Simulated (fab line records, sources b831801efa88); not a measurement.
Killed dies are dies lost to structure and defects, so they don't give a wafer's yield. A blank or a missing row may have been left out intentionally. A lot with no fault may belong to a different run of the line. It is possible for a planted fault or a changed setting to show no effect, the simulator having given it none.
2 desks looking at one fault / flow sky130 / numbers are kept per desk, each desk with only its own; the story behind them comes last

AT THE TOOL OWNER'S DESK: rie-diel-01
The tool's own readings at SKY_CONTACT_ETCH_18 (etches Si3N4 in CHF3/O2, stops on TiN, time 39 s, target depth 75 nm): means of the sampled wafers that have a number, for each lot that ran on this tool. The brackets show how far a lot's mean lies from the usual mean; more than 4 standard deviations puts the lot out of limits, marked OUT.
Columns: A = O2_flow_sccm at SKY_CONTACT_ETCH_18, usual 5.001 sccm; B = bias-w at SKY_CONTACT_ETCH_18, usual 200.0 W; C = chamber-pressure-mTorr at SKY_CONTACT_ETCH_18, usual 40.00 mTorr; D = drypump-motor-current-A at SKY_CONTACT_ETCH_18, usual 5.6 A; E = oes-product-au at SKY_CONTACT_ETCH_18, usual 0.854 a.u.; F = throttle-valve-pct at SKY_CONTACT_ETCH_18, usual 8.792 %
lot=L365; first seen here=day 32 14:00; A=5.028; B=200.2; C=39.98; D=5.2; E=0.860; F=8.796
lot=L367; first seen here=day 33 03:00; A=4.980; B=200.2; C=40.02; D=5.6; E=0.850; F=8.794
lot=L373; first seen here=day 35 08:00; A=5.011; B=200.1; C=39.99; D=5.2; E=0.861; F=8.780
lot=L375; first seen here=day 36 06:00; A=4.992; B=222.9 (+42) OUT; C=40.03; D=5.7; E=0.862; F=8.794
lot=L377; first seen here=day 36 14:00; A=5.012; B=223.1 (+42) OUT; C=39.98; D=5.7; E=0.857; F=8.800
Finding of this desk: L375, L377 out of limits; the first was L375 at day 36 06:00, on bias-w at SKY_CONTACT_ETCH_18. L365, L367, L373: within limits.

AT THE METROLOGY DESK
What the gauges read for every lot (on any tool): the sampled wafers with a number, averaged. The brackets show how far a lot's mean lies from the usual mean; more than 4 standard deviations puts the lot out of limits, marked OUT.
Columns: A = cd-nm at SKY_SD_P_CD_MEAS_07, usual 379.9 nm; B = METAL1_ALCU_THK at SKY_METAL1_THK_MEAS_06, usual 247 nm; C = VIA1_W_THK at SKY_VIA1_THK_MEAS_23, usual 273 nm
lot=L363; first seen here=day 25 17:44; A=378.4; B=251; C=270
lot=L365; first seen here=day 26 14:00; A=378.1; B=249; C=276
lot=L366; first seen here=day 26 19:26; A=378.9; B=244; C=278
lot=L367; first seen here=day 27 03:10; A=382.3; B=247; C=270
lot=L369; first seen here=day 28 17:07; A=382.4; B=247; C=280
lot=L370; first seen here=day 28 18:11; A=379.1; B=252; C=274
lot=L373; first seen here=day 29 12:47; A=383.3; B=243; C=276
lot=L375; first seen here=day 30 12:16; A=376.5; B=246; C=279
lot=L377; first seen here=day 30 20:20; A=379.2; B=245; C=272
lot=L378; first seen here=day 30 20:58; A=382.0; B=246; C=278
lot=L379; first seen here=day 31 01:09; A=380.6; B=251; C=272
lot=L381; first seen here=day 31 15:35; A=380.2; B=245; C=272
lot=L385; first seen here=day 32 21:48; A=383.1; B=249; C=280
Finding of this desk: none of the 13 lots has anything out of limits.

TAKEN TOGETHER
On L375, L377, at day 36 06:00, an alarm was possible from the tool owner's desk.
Nothing out of limits was seen by the metrology desk.
The metrology desk has L375, L377 on record, within its limits.
The lots listed all ran SKY_CONTACT_ETCH_18 on rie-diel-01.

WHAT THE SIMULATOR PUT IN
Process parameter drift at SKY_CONTACT_ETCH_18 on rie-diel-01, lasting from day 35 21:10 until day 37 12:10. Setting bias-w shifted by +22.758 from 200. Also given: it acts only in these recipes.
Shown lots that were struck: L375, L377.
Delay in hours, fault start to first out-of-limits reading, by desk: the tool owner's desk at 9.
